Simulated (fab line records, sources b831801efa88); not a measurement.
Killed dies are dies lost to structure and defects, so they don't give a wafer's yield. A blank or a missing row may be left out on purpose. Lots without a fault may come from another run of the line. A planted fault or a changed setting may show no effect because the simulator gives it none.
Which tool did it? | flow gf180mcu | 13 lots, 39 wafers sampled, at 2 steps of a route of 602

WHAT THE GAUGES READ, wafer by wafer
GF_M4_OVL_MEAS_15. Usual: M4_OVL -1 nm, standard deviation 6.
lot  | measured     | on         | M4_OVL (nm) | flag
L604 | day 23 10:59 | overlay-01 | -3 -1 -2    |
L605 | day 23 19:27 | overlay-01 | -3 0 1      |
L606 | day 24 09:31 | overlay-02 | -9 -14 -1   |
L607 | day 24 18:12 | overlay-02 | 6 8 10      |
L610 | day 25 18:26 | overlay-02 | 5 1 1       |
L611 | day 25 21:27 | overlay-01 | -4 -5 0     |
L615 | day 27 07:04 | overlay-02 | 13 2 9      |
L617 | day 27 20:24 | overlay-02 | -8 -4 -8    |
L618 | day 28 04:06 | overlay-01 | 7 8 9       |
L619 | day 28 08:10 | overlay-02 | -10 -4 -3   |
L622 | day 29 07:08 | overlay-02 | 6 4 0       |
L624 | day 29 19:49 | overlay-02 | 1 -10 -2    |
L625 | day 30 02:15 | overlay-02 | -7 -11 -4   |

GF_V4_OVL_MEAS_15. Usual: V4_OVL -2 nm, standard deviation 5.4.
lot  | measured     | on         | V4_OVL (nm) | flag
L604 | day 24 11:16 | overlay-02 | -5 -7 1     |
L605 | day 24 19:32 | overlay-02 | 6 1 -3      |
L606 | day 25 08:18 | overlay-01 | -5 -1 10    |
L607 | day 25 17:06 | overlay-01 | -10 -11 -7  |
L610 | day 26 17:39 | overlay-01 | -1 -1 -1    |
L611 | day 26 20:06 | overlay-02 | 2 -2 -4     |
L615 | day 28 04:37 | overlay-02 | -6 4 -6     |
L617 | day 28 17:28 | overlay-02 | 0 -12 -11   |
L618 | day 29 01:33 | overlay-02 | -8 3 1      |
L619 | day 29 05:08 | overlay-01 | -3 -2 -3    |
L622 | day 30 03:27 | overlay-01 | -2 -1 3     |
L624 | day 30 16:08 | overlay-01 | -13 0 -15   |
L625 | day 30 22:10 | overlay-01 | -4 -12 -11  |

WHICH TOOL RAN EACH LOT (tool, then ch and the chambers of the sampled wafers, then the start)
The record holds no process step before these readings.

WHAT THE TOOLS THEMSELVES READ (means of the sampled wafers that have a number; where no wafer has one, the mark that the record gives instead)
The record holds no such reading with a usual standard deviation.

THE ANSWER, worked out from the rows above alone
Rule: a lot is off if the mean of its wafers that have a number lies more than 3 standard deviations from the usual mean. A lot without any number at a reading at which 4 lots or more have one is off too. The other lots that the step has rows for count as sound. The gauges are gone through in route order, then the tools' own readings, and for those a lot's mean is taken as printed above. The first step at which some lot is off is used, and at that step the reading that is off furthest; a lot without a number counts as furthest.
No lot is off at any reading shown: from this, nothing can be told.

WHAT THE SIMULATOR HAD PUT IN
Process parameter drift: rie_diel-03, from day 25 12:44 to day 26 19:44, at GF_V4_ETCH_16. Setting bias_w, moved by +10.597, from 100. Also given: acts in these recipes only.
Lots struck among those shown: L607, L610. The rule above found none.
